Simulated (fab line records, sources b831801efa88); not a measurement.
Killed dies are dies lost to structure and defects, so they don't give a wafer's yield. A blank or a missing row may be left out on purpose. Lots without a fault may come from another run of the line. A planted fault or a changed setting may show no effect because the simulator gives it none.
Which tool did it? | flow sky130 | 24 lots, 72 wafers sampled, at 5 steps of a route of 708

WHAT THE GAUGES READ, wafer by wafer
SKY_FIELD_ISO_THK_MEAS_04. Usual: FIELD_ISO_CVD_03_THK 166.8 nm, standard deviation 1.6.
lot  | measured    | on            | FIELD_ISO_CVD_03_THK (nm) | flag
L074 | day 1 15:45 | film_metro-03 | 166.7 166.7 166.5         |
L075 | day 1 18:35 | film_metro-03 | 167.8 167.1 167.1         |
L076 | day 1 23:29 | film_metro-01 | 168.8 169.4 166.9         |
L077 | day 2 04:50 | film_metro-04 | 164.7 165.6 166.0         |
L078 | day 2 09:29 | film_metro-04 | 166.2 164.8 166.1         |
L079 | day 2 15:41 | film_metro-04 | 165.0 165.4 165.7         |
L080 | day 2 20:32 | film_metro-01 | 167.6 166.8 168.9         |
L081 | day 3 00:30 | film_metro-04 | 168.1 167.1 168.2         |
L082 | day 3 05:54 | film_metro-04 | 169.8 169.6 169.4         |
L083 | day 3 10:37 | film_metro-03 | 165.2 165.6 166.0         |
L084 | day 3 16:00 | film_metro-01 | 168.7 169.0 169.3         |
L085 | day 3 21:03 | film_metro-03 | 169.1 168.9 169.7         |
L086 | day 4 01:37 | film_metro-03 | 169.3 167.9 169.1         |
L087 | day 4 08:18 | film_metro-04 | 167.2 166.9 165.1         |
L088 | day 4 11:31 | film_metro-03 | 165.5 165.8 165.9         |
L089 | day 4 16:47 | film_metro-01 | 167.8 168.5 169.1         |
L090 | day 4 22:28 | film_metro-04 | 166.4 166.4 165.6         |
L091 | day 5 04:11 | film_metro-01 | 166.4 166.4 166.6         |
L092 | day 5 08:17 | film_metro-04 | 165.6 167.4 166.0         |
L093 | day 6 18:09 | film_metro-04 | 166.3 168.4 167.8         |
L094 | day 6 18:10 | film_metro-03 | 165.3 166.5 164.5         |
L095 | day 6 18:12 | film_metro-04 | 163.0 162.5 164.3         |
L096 | day 6 18:13 | film_metro-03 | 166.1 166.1 165.9         |
L097 | day 6 18:16 | film_metro-03 | 167.8 168.3 166.6         |

SKY_LI_CONTACT_OVL_MEAS_13. Usual: LI_CONTACT_OVL -5 nm, standard deviation 5.5.
lot  | measured     | on         | LI_CONTACT_OVL (nm) | flag
L074 | day 28 21:30 | overlay-02 | 1 -5 -15            |
L075 | day 29 04:22 | overlay-02 | -5 -9 2             |
L076 | day 29 07:01 | overlay-02 | 2 3 -6              |
L077 | day 29 20:48 | overlay-02 | -6 -9 -8            |
L078 | day 30 04:06 | overlay-02 | -17 -13 -9          |
L079 | day 30 18:01 | overlay-02 | -11 -3 -13          |
L080 | day 30 19:50 | overlay-01 | -6 -14 -8           |
L081 | day 31 04:42 | overlay-02 | 0 -12 -9            |
L082 | day 31 12:57 | overlay-01 | 0 -3 -9             |
L083 | day 32 01:44 | overlay-02 | 3 7 10              |
L084 | day 32 12:07 | overlay-01 | -8 -6 -6            |
L085 | day 32 13:18 | overlay-02 | -4 -11 -10          |
L086 | day 32 22:01 | overlay-01 | 0 -3 0              |
L087 | day 33 02:05 | overlay-01 | -9 -17 -13          |
L088 | day 33 13:01 | overlay-02 | -1 2 -6             |
L089 | day 33 23:42 | overlay-02 | -6 0 -1             |
L090 | day 34 03:22 | overlay-01 | -14 -17 -15         |
L091 | day 34 13:46 | overlay-01 | -1 3 -5             |
L092 | day 35 04:04 | overlay-02 | -7 -7 -4            |
L093 | day 37 00:52 | overlay-02 | -2 1 -3             |
L094 | day 36 22:03 | overlay-02 | -1 -6 -1            |
L095 | day 36 23:11 | overlay-01 | -16 -10 -4          |
L096 | day 37 05:33 | overlay-02 | 3 -6 -4             |
L097 | day 36 22:40 | overlay-02 | -9 -7 -9            |

SKY_METAL1_THK_MEAS_06: measures by xrf. Usual: METAL1_ALCU_THK 250 nm, standard deviation 3.5.
lot  | measured     | on            | METAL1_ALCU_THK (nm) | flag
L074 | day 31 09:35 | film_metro-02 | 243 243 249          |
L075 | day 31 16:14 | film_metro-03 | 249 246 252          |
L076 | day 31 19:40 | film_metro-03 | 252 250 251          |
L077 | day 32 08:25 | film_metro-03 | 247 247 245          |
L078 | day 32 14:40 | film_metro-01 | 244 248 248          |
L079 | day 33 04:54 | film_metro-02 | 249 249 248          |
L080 | day 33 08:32 | film_metro-02 | 254 252 251          |
L081 | day 33 16:28 | film_metro-02 | 249 248 248          |
L082 | day 33 23:34 | film_metro-02 | 254 256 256          |
L083 | day 34 13:54 | film_metro-01 | 249 248 249          |
L084 | day 34 22:32 | film_metro-02 | 241 244 248          |
L085 | day 34 23:55 | film_metro-03 | 251 253 252          |
L086 | day 35 08:10 | film_metro-01 | 247 252 248          |
L087 | day 35 11:32 | film_metro-01 | 253 247 249          |
L088 | day 35 21:52 | film_metro-02 | 248 249 251          |
L089 | day 36 07:31 | film_metro-01 | 246 253 248          |
L090 | day 36 14:04 | film_metro-03 | 246 244 243          |
L091 | day 36 23:22 | film_metro-01 | 245 244 243          |
L092 | day 37 13:05 | film_metro-01 | 255 251 251          |
L093 | day 39 09:05 | film_metro-03 | 259 255 256          |
L094 | day 39 05:56 | film_metro-03 | 252 246 247          |
L095 | day 39 07:15 | film_metro-02 | 251 253 253          |
L096 | day 39 12:40 | film_metro-02 | 252 254 250          |
L097 | day 39 06:13 | film_metro-01 | 247 246 245          |

SKY_VIA2_CD_MEAS_12: target cd 200 nm. Usual: cd_nm 200.0 nm, standard deviation 1.3.
lot  | measured     | on        | cd_nm (nm)        | flag
L074 | day 36 00:31 | cd_sem-02 | 200.0 199.5 200.4 |
L075 | day 36 07:16 | cd_sem-01 | 200.2 200.4 199.9 |
L076 | day 36 11:19 | cd_sem-02 | 202.5 202.5 201.5 |
L077 | day 36 23:50 | cd_sem-01 | 199.9 200.3 200.4 |
L078 | day 37 05:42 | cd_sem-02 | 198.8 198.7 199.0 |
L079 | day 37 18:51 | cd_sem-02 | 199.2 200.5 201.1 |
L080 | day 37 21:59 | cd_sem-02 | 201.1 201.6 201.4 |
L081 | day 38 06:16 | cd_sem-02 | 199.7 199.1 200.2 |
L082 | day 38 11:23 | cd_sem-02 | 198.2 199.1 198.1 |
L083 | day 39 01:14 | cd_sem-02 | 200.9 201.5 201.6 |
L084 | day 39 10:43 | cd_sem-02 | 200.0 199.7 198.7 |
L085 | day 39 12:01 | cd_sem-01 | 200.9 200.6 199.5 |
L086 | day 39 18:33 | cd_sem-01 | 200.8 202.2 198.7 |
L087 | day 39 23:31 | cd_sem-02 | 199.7 200.7 199.4 |
L088 | day 40 08:34 | cd_sem-01 | 200.4 200.2 201.7 |
L089 | day 40 17:48 | cd_sem-02 | 199.8 200.2 199.0 |
L090 | day 41 00:44 | cd_sem-01 | 200.2 199.4 197.5 |
L091 | day 41 07:13 | cd_sem-02 | 198.2 197.8 198.0 |
L092 | day 41 20:32 | cd_sem-02 | 200.3 199.9 199.4 |
L093 | day 43 13:50 | cd_sem-02 | 201.8 200.2 200.0 |
L094 | day 43 09:59 | cd_sem-02 | 197.3 197.7 197.1 |
L095 | day 43 11:53 | cd_sem-01 | 200.4 199.6 200.0 |
L096 | day 43 17:43 | cd_sem-02 | 202.3 202.4 201.8 |
L097 | day 43 10:57 | cd_sem-02 | 200.6 200.4 200.6 |

WHICH TOOL RAN EACH LOT (tool, then ch and the chambers of the sampled wafers, then the start)
lot  | SKY_METAL2_STRIP_20
L074 | plasma_asher-01 ch 0,1, day 34 21:23
L075 | plasma_asher-01 ch 0,1, day 35 03:40
L076 | plasma_asher-01 ch 0,1, day 35 07:34
L077 | plasma_asher-02 ch 0,1, day 35 19:59
L078 | plasma_asher-01 ch 0,1, day 36 01:47
L079 | plasma_asher-04 ch 0,1, day 36 16:11
L080 | plasma_asher-01 ch 0,1, day 36 19:43
L081 | plasma_asher-01 ch 0,1, day 37 04:03
L082 | plasma_asher-02 ch 0,1, day 37 08:41
L083 | plasma_asher-02 ch 0,1, day 37 23:32
L084 | plasma_asher-04 ch 0,1, day 38 08:38
L085 | plasma_asher-01 ch 0,1, day 38 09:47
L086 | plasma_asher-02 ch 0,1, day 38 17:02
L087 | plasma_asher-02 ch 0,1, day 38 21:29
L088 | plasma_asher-04 ch 0,1, day 39 06:40
L089 | plasma_asher-01 ch 0,1, day 39 15:41
L090 | plasma_asher-01 ch 0,1, day 39 22:29
L091 | plasma_asher-01 ch 0,1, day 40 05:49
L092 | plasma_asher-04 ch 0,1, day 40 19:06
L093 | plasma_asher-04 ch 0,1, day 42 13:26
L094 | plasma_asher-01 ch 0,1, day 42 09:59
L095 | plasma_asher-01 ch 0,1, day 42 12:03
L096 | plasma_asher-01 ch 0,1, day 42 17:41
L097 | plasma_asher-04 ch 0,1, day 42 10:17
- SKY_METAL2_STRIP_20: strips in O2/N2.

WHAT THE TOOLS THEMSELVES READ (means of the sampled wafers that have a number; where no wafer has one, the mark that the record gives instead)
SKY_METAL2_STRIP_20. Usual: drypump_motor_current_A 6.0 A, standard deviation 0.5; n2_flow_sccm 299.9 sccm, standard deviation 0.95; oes_product_au 0.342 a.u., standard deviation 0.005; strip_time_to_endpoint_s 2.68 s, standard deviation 0.053.
lot  | tool            | drypump_motor_current_A (A) | n2_flow_sccm (sccm) | oes_product_au (a.u.) | strip_time_to_endpoint_s (s) | flag
L074 | plasma_asher-01 | 6.0                         | 298.5               | 0.341                 | 2.65                         |
L075 | plasma_asher-01 | 6.3                         | 300.6               | 0.344                 | 2.68                         |
L076 | plasma_asher-01 | 6.3                         | 299.3               | 0.343                 | 2.67                         |
L077 | plasma_asher-02 | 5.7                         | 300.0               | 0.341                 | 2.67                         |
L078 | plasma_asher-01 | 6.0                         | 299.7               | 0.339                 | 2.62                         |
L079 | plasma_asher-04 | 5.7                         | 299.0               | 0.337                 | 2.67                         |
L080 | plasma_asher-01 | 6.0                         | 301.0               | 0.340                 | 2.67                         |
L081 | plasma_asher-01 | 6.2                         | 300.2               | 0.342                 | 2.71                         |
L082 | plasma_asher-02 | 6.1                         | 299.8               | 0.338                 | 2.71                         |
L083 | plasma_asher-02 | 5.7                         | 299.8               | 0.340                 | 2.70                         |
L084 | plasma_asher-04 | 5.8                         | 299.5               | 0.347                 | 2.68                         |
L085 | plasma_asher-01 | 6.3                         | 301.3               | 0.343                 | 2.65                         |
L086 | plasma_asher-02 | 5.6                         | 299.0               | 0.347                 | 2.76                         |
L087 | plasma_asher-02 | 6.1                         | 299.2               | 0.346                 | 2.71                         |
L088 | plasma_asher-04 | 6.1                         | 300.3               | 0.340                 | 2.65                         |
L089 | plasma_asher-01 | 6.2                         | 300.1               | 0.336                 | 2.60                         |
L090 | plasma_asher-01 | 6.0                         | 300.1               | 0.345                 | 2.72                         |
L091 | plasma_asher-01 | 6.3                         | 299.5               | 0.344                 | 2.72                         |
L092 | plasma_asher-04 | 5.7                         | 299.5               | 0.347                 | 2.67                         |
L093 | plasma_asher-04 | 6.1                         | 299.5               | 0.342                 | 2.66                         |
L094 | plasma_asher-01 | 6.3                         | 300.5               | 0.341                 | 2.69                         |
L095 | plasma_asher-01 | 6.2                         | 299.0               | 0.342                 | 2.62                         |
L096 | plasma_asher-01 | 6.3                         | 300.9               | 0.344                 | 2.63                         |
L097 | plasma_asher-04 | 5.7                         | 299.9               | 0.345                 | 2.77                         |

THE ANSWER, worked out from the rows above alone
Rule: a lot is off if the mean of its wafers that have a number lies more than 3 standard deviations from the usual mean. A lot without any number at a reading at which 4 lots or more have one is off too. The other lots that the step has rows for count as sound. The gauges are gone through in route order, then the tools' own readings, and for those a lot's mean is taken as printed above. The first step at which some lot is off is used, and at that step the reading that is off furthest; a lot without a number counts as furthest.
No lot is off at any reading shown: from this, nothing can be told.

WHAT THE SIMULATOR HAD PUT IN
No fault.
